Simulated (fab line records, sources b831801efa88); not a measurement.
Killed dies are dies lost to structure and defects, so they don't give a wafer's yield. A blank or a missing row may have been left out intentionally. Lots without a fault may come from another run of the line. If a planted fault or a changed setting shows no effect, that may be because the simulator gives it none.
Code-filled problem report in 8D (eight disciplines) form :: flow sky130 :: the parts of the form that need people (team, actions taken, sign-off) are left out

== 1. THE ISSUE ==
At SKY_LDD_LDN_SOFTBAKE_03, run_length_s averages 102.14 s over 6 wafers from 2 lots, while fault-free wafers read 89.21 s, standard deviation 0.15. That is +86 standard deviations from the usual mean.
The step: time 60 s.
Earliest sighting: wafer L330.2 on litho_track-01 at day 29 14:13. The record holds 39 wafers of 13 lots with a number at this step. Rule for "out", or "out of limits": more than 4 standard deviations from the usual mean. The rest of the wafers with a number are treated as sound.

== 2. WHAT IT IS, WHAT IT ISN'T ==
question: which readings at this step
is: run_length_s
is not: -

question: which lots
is: L330, L331
is not: L309, L310, L311, L314, L315, L316, L317, L318, L319, L320, L323

question: which wafers of those lots
is: all that have a number
is not: -

question: read on which tools
is: litho_track-01
is not: litho_track-03, litho_track-04

question: when
is: from day 29 14:13
is not: up to then (33 sound wafers)

== 3. SUSPECTS, AND WHAT RULES EACH OUT ==
Counting: any tool at a process step up to the reading is kept as a suspect provided that every lot that is out went through it and no sound lot did after the first of them.
- plasma_asher-03 at SKY_LDD_N_STRIP_16 (strips in O2/N2): kept. It ran every lot that is out, first L330 (day 25 10:43), and no sound lot after that; its last sound lot up to then is L320 (day 22 10:16).
- litho_track-01 at SKY_LDD_LDN_SOFTBAKE_03 (time 60 s): kept. It ran every lot that is out, first L330 (day 29 14:13), and no sound lot after that; its last sound lot up to then is L317 (day 26 01:40). Its own readings are out on those wafers: run_length_s.
The count leaves litho_track-01 at SKY_LDD_LDN_SOFTBAKE_03 and plasma_asher-03 at SKY_LDD_N_STRIP_16.

== 4. THE CAUSE (what the simulator had put in) ==
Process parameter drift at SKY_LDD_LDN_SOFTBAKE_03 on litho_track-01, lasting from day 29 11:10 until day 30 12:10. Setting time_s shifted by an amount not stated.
This tool is one of the 2 suspects left after counting.

== 5. THE CHAIN OF EFFECTS, in route order ==
Each row: a reading where the mean over the struck wafers with a number is more than 3 standard deviations away from the usual. Only readings for which the record gives a usual standard deviation are gone through. hours: the time from each lot's start at the first step in this table that gives one to its start at this step, as a median over the lots. sigmas: the change in usual standard deviations.
hours: 0
step: SKY_LDD_LDN_SOFTBAKE_03
reading: run_length_s
usual: 89.21 s
on struck wafers: 102.14
change: +12.93
sigmas: +86
Its process steps:
- SKY_LDD_LDN_SOFTBAKE_03: time 60 s.

== 6. WHAT WOULD HAVE CAUGHT IT SOONER ==
In this record the first reading out of limits was taken at day 29 14:13, 3 hours after the fault began at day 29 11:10.
